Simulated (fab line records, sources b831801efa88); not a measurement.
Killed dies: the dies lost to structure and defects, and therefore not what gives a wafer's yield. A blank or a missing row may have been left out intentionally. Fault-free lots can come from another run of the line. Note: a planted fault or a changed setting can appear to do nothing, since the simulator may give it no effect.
Which tool was responsible? | flow sky130 | Sampling: 13 lots, 39 wafers, 4 of 708 route steps

== WHAT THE GAUGES SHOWED, per wafer ==
SKY_PASSIVATION_THK_MEAS_01. Usual: PASSIVATION_CVD_00_THK gives 90.1 nm (standard deviation 1.1).
lot  | measured     | on            | PASSIVATION_CVD_00_THK (nm) | flag
L444 | day 44 12:22 | film_metro-01 | 87.5 90.0 88.2              |
L445 | day 44 16:19 | film_metro-01 | 89.8 89.6 90.1              |
L446 | day 44 18:52 | film_metro-03 | 88.8 89.4 90.3              |
L447 | day 44 19:58 | film_metro-04 | 88.0 90.0 92.3              |
L448 | day 45 10:18 | film_metro-01 | 90.8 88.8 91.7              |
L449 | day 45 13:19 | film_metro-04 | 87.2 87.3 89.9              |
L457 | day 47 16:07 | film_metro-01 | 89.5 90.2 91.1              |
L458 | day 47 17:51 | film_metro-03 | 90.0 91.3 90.4              |
L459 | day 48 01:34 | film_metro-03 | 89.5 90.3 91.3              |
L460 | day 48 07:38 | film_metro-04 | 90.1 90.5 90.9              |
L462 | day 48 14:40 | film_metro-04 | 89.0 88.8 89.9              |
L463 | day 49 03:59 | film_metro-04 | 90.0 91.3 92.0              |
L467 | day 49 22:15 | film_metro-01 | 89.7 88.8 91.5              |

== WHICH TOOL RAN EACH LOT (tool, then ch and the chambers of the sampled wafers, then the start) ==
lot  | SKY_LDD_LDN_STRIP_12                 | SKY_METAL5_SPUTTER_03        | SKY_METAL5_SPUTTER_04
L444 | plasma_asher-02 ch 0,1, day 23 13:19 | pvd_sputter-04, day 43 12:26 | pvd_sputter-04, day 43 12:27
L445 | plasma_asher-03 ch 0,1, day 23 17:23 | pvd_sputter-04, day 43 16:41 | pvd_sputter-04, day 43 16:42
L446 | plasma_asher-01 ch 0,1, day 23 23:05 | pvd_sputter-04, day 43 19:04 | pvd_sputter-04, day 43 19:05
L447 | plasma_asher-02 ch 0,1, day 24 03:49 | pvd_sputter-02, day 43 22:04 | pvd_sputter-02, day 43 22:04
L448 | plasma_asher-03 ch 0, day 24 16:56   | pvd_sputter-04, day 44 12:04 | pvd_sputter-04, day 44 12:05
L449 | plasma_asher-01 ch 0, day 24 19:46   | pvd_sputter-02, day 44 13:34 | pvd_sputter-02, day 44 13:35
L457 | plasma_asher-03 ch 0,1, day 27 23:17 | pvd_sputter-02, day 46 19:19 | pvd_sputter-02, day 46 19:20
L458 | plasma_asher-03 ch 0,1, day 28 04:31 | pvd_sputter-02, day 46 20:23 | pvd_sputter-02, day 46 20:24
L459 | plasma_asher-02 ch 0, day 28 10:29   | pvd_sputter-01, day 47 05:28 | pvd_sputter-01, day 47 05:29
L460 | plasma_asher-02 ch 0,1, day 28 16:49 | pvd_sputter-02, day 47 10:34 | pvd_sputter-02, day 47 10:35
L462 | plasma_asher-02 ch 0,1, day 29 10:31 | pvd_sputter-04, day 47 18:07 | pvd_sputter-04, day 47 18:08
L463 | plasma_asher-02 ch 0,1, day 29 18:16 | pvd_sputter-02, day 48 07:22 | pvd_sputter-02, day 48 07:23
L467 | plasma_asher-02 ch 0,1, day 31 04:56 | pvd_sputter-04, day 49 04:15 | pvd_sputter-04, day 49 04:16
- SKY_LDD_LDN_STRIP_12: strips in O2/N2.
- SKY_METAL5_SPUTTER_03: material Ti, target thk 5 nm, time 3.3 s.
- SKY_METAL5_SPUTTER_04: material TiN, target thk 70 nm, time 58.3 s.

== AS READ BY THE TOOLS THEMSELVES (means over the sampled wafers that have a number; for cases with no such wafer, the mark the record gives instead) ==
SKY_LDD_LDN_STRIP_12. Usual: drypump_motor_current_A 5.9 A, standard deviation 0.51; oes_product_au 0.715 a.u., standard deviation 0.0044; strip_time_to_endpoint_s 14.17 s, standard deviation 0.037.
lot  | tool            | drypump_motor_current_A (A) | oes_product_au (a.u.) | strip_time_to_endpoint_s (s) | flag
L444 | plasma_asher-02 | 5.4                         | 0.715                 | 14.18                        |
L445 | plasma_asher-03 | 6.1                         | 0.718                 | 14.15                        |
L446 | plasma_asher-01 | 6.4                         | 0.719                 | 14.18                        |
L447 | plasma_asher-02 | 5.3                         | 0.713                 | 14.19                        |
L448 | plasma_asher-03 | 6.0                         | 0.715                 | 14.12                        |
L449 | plasma_asher-01 | 6.6                         | 0.717                 | 14.15                        |
L457 | plasma_asher-03 | 6.0                         | 0.714                 | 14.11                        |
L458 | plasma_asher-03 | 6.0                         | 0.714                 | 14.23                        |
L459 | plasma_asher-02 | 4.9                         | 0.714                 | 14.17                        |
L460 | plasma_asher-02 | 5.7                         | 0.717                 | 14.18                        |
L462 | plasma_asher-02 | 5.7                         | 0.715                 | 14.19                        |
L463 | plasma_asher-02 | 5.4                         | 0.714                 | 14.17                        |
L467 | plasma_asher-02 | 5.3                         | 0.712                 | 14.15                        |

SKY_METAL5_SPUTTER_03. Usual: throttle_valve_pct 30.1 %, standard deviation 0.94.
lot  | tool           | throttle_valve_pct (%) | flag
L444 | pvd_sputter-04 | 29.7                   |
L445 | pvd_sputter-04 | 30.3                   |
L446 | pvd_sputter-04 | 30.6                   |
L447 | pvd_sputter-02 | 29.6                   |
L448 | pvd_sputter-04 | 30.2                   |
L449 | pvd_sputter-02 | 30.3                   |
L457 | pvd_sputter-02 | 30.8                   |
L458 | pvd_sputter-02 | 30.9                   |
L459 | pvd_sputter-01 | 29.6                   |
L460 | pvd_sputter-02 | 29.8                   |
L462 | pvd_sputter-04 | 30.1                   |
L463 | pvd_sputter-02 | 29.7                   |
L467 | pvd_sputter-04 | 30.3                   |

SKY_METAL5_SPUTTER_04. Usual: throttle_valve_pct 30.1 %, standard deviation 0.95.
lot  | tool           | throttle_valve_pct (%) | flag
L444 | pvd_sputter-04 | 29.8                   |
L445 | pvd_sputter-04 | 30.3                   |
L446 | pvd_sputter-04 | 30.5                   |
L447 | pvd_sputter-02 | 29.7                   |
L448 | pvd_sputter-04 | 30.0                   |
L449 | pvd_sputter-02 | 30.5                   |
L457 | pvd_sputter-02 | 30.9                   |
L458 | pvd_sputter-02 | 31.0                   |
L459 | pvd_sputter-01 | 29.5                   |
L460 | pvd_sputter-02 | 29.8                   |
L462 | pvd_sputter-04 | 30.4                   |
L463 | pvd_sputter-02 | 29.6                   |
L467 | pvd_sputter-04 | 30.3                   |

== THE ANSWER, worked out from the rows above alone ==
Rule: a lot is off if the mean of its wafers that have a number lies more than 3 standard deviations from the usual mean. A lot without any number at a reading at which 4 lots or more have one is off too. All remaining lots with rows at the step are treated as sound. After the gauges, taken in route order, come the tools' own readings; for these a lot's mean is taken, as printed above. The first step at which some lot is off is used, and at that step the reading that is off furthest; a lot without a number counts as furthest.
None of the lots is off at any reading shown; this tells nothing.

== WHAT HAD BEEN PUT IN BY THE SIMULATOR ==
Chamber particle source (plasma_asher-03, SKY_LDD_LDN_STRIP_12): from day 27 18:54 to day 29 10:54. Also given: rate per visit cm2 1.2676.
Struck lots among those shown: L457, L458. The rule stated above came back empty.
